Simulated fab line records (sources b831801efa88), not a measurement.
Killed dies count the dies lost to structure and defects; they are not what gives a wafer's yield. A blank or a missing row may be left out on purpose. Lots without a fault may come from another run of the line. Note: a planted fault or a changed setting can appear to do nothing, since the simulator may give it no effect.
Struck lot and sound lot, side by side | flow gf180mcu | 15 out of 602 route steps
Sound: the wafers L401.2, L401.3, L401.5. Wafers struck: L412.1, L412.5, L412.6. The cause comes at the end.
At each step with rows: each side's tool, then ch and its chambers, then its first start. Under that, the readings that differ: sound wafers | struck wafers | difference of the means | sigmas: that difference in standard deviations of wafers without a fault.
alike: same words and numbers on both sides, and readings whose means sit less than 2 such deviations apart. not compared: any withheld reading, any reading some wafer has no value for, any bound like >300 that may hide the same value, and any number with overlapping values for which the record gives no deviation.
Wherever a step has rows on one side only, a row that says differs or no value, or a row with sigmas, the two part there. Numbers that don't overlap but have no deviation are shown without sigmas and don't part them. A reading missing from all wafers of one side parts the sides only when that side holds two or more wafers.

GF_VT_IMPLANT_RS_MEAS_46: measures by four-point-probe.
  sound: filmMetro-02 at day 9 18:26; struck: filmMetro-01 at day 12 20:40
  alike: MVSD_RS
GF_VT_IMPLANT_RS_MEAS_47: measures by four-point-probe.
  sound: filmMetro-02 at day 9 18:33; struck: filmMetro-01 at day 12 20:47
  alike: NWELL_RS
GF_VT_IMPLANT_RS_MEAS_48: measures by four-point-probe.
  sound: filmMetro-02 at day 9 18:40; struck: filmMetro-01 at day 12 20:55
  alike: LVPWELL_RS
GF_VT_IMPLANT_RS_MEAS_49: measures by four-point-probe.
  sound: filmMetro-02 at day 9 18:47; struck: filmMetro-01 at day 12 21:02
  alike: MVPSD_RS
then, 4 steps without rows for these wafers: GF_VT_IMPLANT_WET_ETCH_50 (etches SiO2 in dHF, target depth 20 nm, time 400 s); GF_DUAL_GATE_CLEAN_00 (cleans in SC1/SC2, time 150 s); GF_DUAL_GATE_CLEAN_01 (cleans in dHF, time 20 s); GF_DUAL_GATE_OXIDATION_02 (stabilise 600 s, purge 300 s, target thk 10.887 nm).
GF_DUAL_GATE_THK_MEAS_03:
  sound: filmMetro-02 at day 9 21:19; struck: filmMetro-04 at day 12 23:37
  alike: DUAL_GATE_OXIDATION_00_THK
then, 3 steps without rows for these wafers: GF_DUAL_GATE_DEHYDRATE_04 (time 60 s); GF_DUAL_GATE_HMDS_05 (prime time 60 s); GF_DUAL_GATE_COAT_06 (resist thk 1000 nm).
GF_DUAL_GATE_SOFTBAKE_07: time 60 s.
  sound on lithoTrack-04 ch 0, day 10 06:05; struck on lithoTrack-03 ch 0, day 13 09:16
reading        | sound             | struck            | difference | sigmas
runLengthS (s) | 89.33 89.59 89.33 | 95.90 95.85 95.95 | +6.48      | +34
  alike: plateTempC
then, 1 step without rows for these wafers: GF_DUAL_GATE_EXPOSE_08 (exposes mask Dualgate, target cd 700 nm).
-- here the record skips 21 days between the struck wafers' starts before and after, leaving off in module DUAL_GATE and picking up in module PASSIVATION (first step shown: number 602 of the route) --
GF_PASSIVATION_PROBE_99:
  record: rows for the struck wafers here (prober-02, day 34 05:51), none for the sound ones

WHERE THEY PART
First at GF_DUAL_GATE_SOFTBAKE_07; last, within this record, at GF_PASSIVATION_PROBE_99.

WHY: what the simulator had put in
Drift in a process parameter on lithoTrack-03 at GF_DUAL_GATE_SOFTBAKE_07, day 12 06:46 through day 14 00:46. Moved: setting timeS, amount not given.
